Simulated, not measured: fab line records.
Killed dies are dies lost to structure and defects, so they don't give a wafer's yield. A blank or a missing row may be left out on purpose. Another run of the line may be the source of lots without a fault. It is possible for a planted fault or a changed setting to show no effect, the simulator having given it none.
One fault seen from 2 desks ; flow sky130 ; every desk sees just its own numbers, and what lay behind them comes last

## AT THE METROLOGY DESK
Means of the sampled wafers that have a number, per lot and without regard to the tool the lot ran on: this is what the gauges read. Marked OUT: a lot whose mean sits more than 4 standard deviations from the usual mean, which makes it out of limits; the brackets give that distance.
Columns: A = LDD_HVN_TW at SKY_LDD_HVN_TW_MEAS_10, usual 1437; B = cd nm at SKY_VIA2_CD_MEAS_12, usual 199.8 nm
lot;first seen here;A;B
L795;day 20 00:08;1445;198.6
L796;day 20 05:55;1420;201.7
L798;day 21 11:44;1421;196.9
L799;day 21 18:47;1452;202.1
L801;day 22 15:00;1444;201.7
L807;day 24 19:41;1419;193.6 (-4.2) OUT
L810;day 25 23:04;1455;200.9
L811;day 26 02:48;1441;201.3
L813;day 27 04:50;1448;200.7
L814;day 27 07:56;1443;199.7
L817;day 28 11:01;1412;197.8
L818;day 28 16:11;1411;199.2
This desk's finding: out of limits on L807; first on L807, day 39 23:31 (cd nm at SKY_VIA2_CD_MEAS_12). In limits: L795, L796, L798, L799, L801, L810, L811, L813, L814, L817, L818.

## FOR THE TOOL OWNER'S DESK: litho track-02
The tool's own readings at SKY_VIA2_DEVELOP_11 (develop time 60 s): means of the sampled wafers that have a number, for each lot that ran on this tool. Marked OUT: a lot whose mean sits more than 4 standard deviations from the usual mean, which makes it out of limits; the brackets give that distance.
Columns: A = exhaust pa at SKY_VIA2_DEVELOP_11, usual 44.9 Pa
lot;first seen here;A
L796;day 36 04:00;44.3
L798;day 37 04:00;44.3
L807;day 39 23:00;45.3
Finding of this desk: none of the 3 lots has anything out of limits.

## ALL TOGETHER
An alarm was possible from the metrology desk at day 39 23:31, on L807.
Nothing out of limits was seen by the tool owner's desk.
On record at the tool owner's desk: L807, within its limits.
SKY_VIA2_DEVELOP_11 was run on litho track-02 by each of the lots named.

## WHAT THE SIMULATOR HAD INSERTED
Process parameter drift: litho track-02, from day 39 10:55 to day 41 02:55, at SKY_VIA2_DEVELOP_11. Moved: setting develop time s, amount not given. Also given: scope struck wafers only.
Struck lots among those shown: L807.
Per desk, hours elapsed from the start of the fault to the first reading out of limits: for the metrology desk, 13.
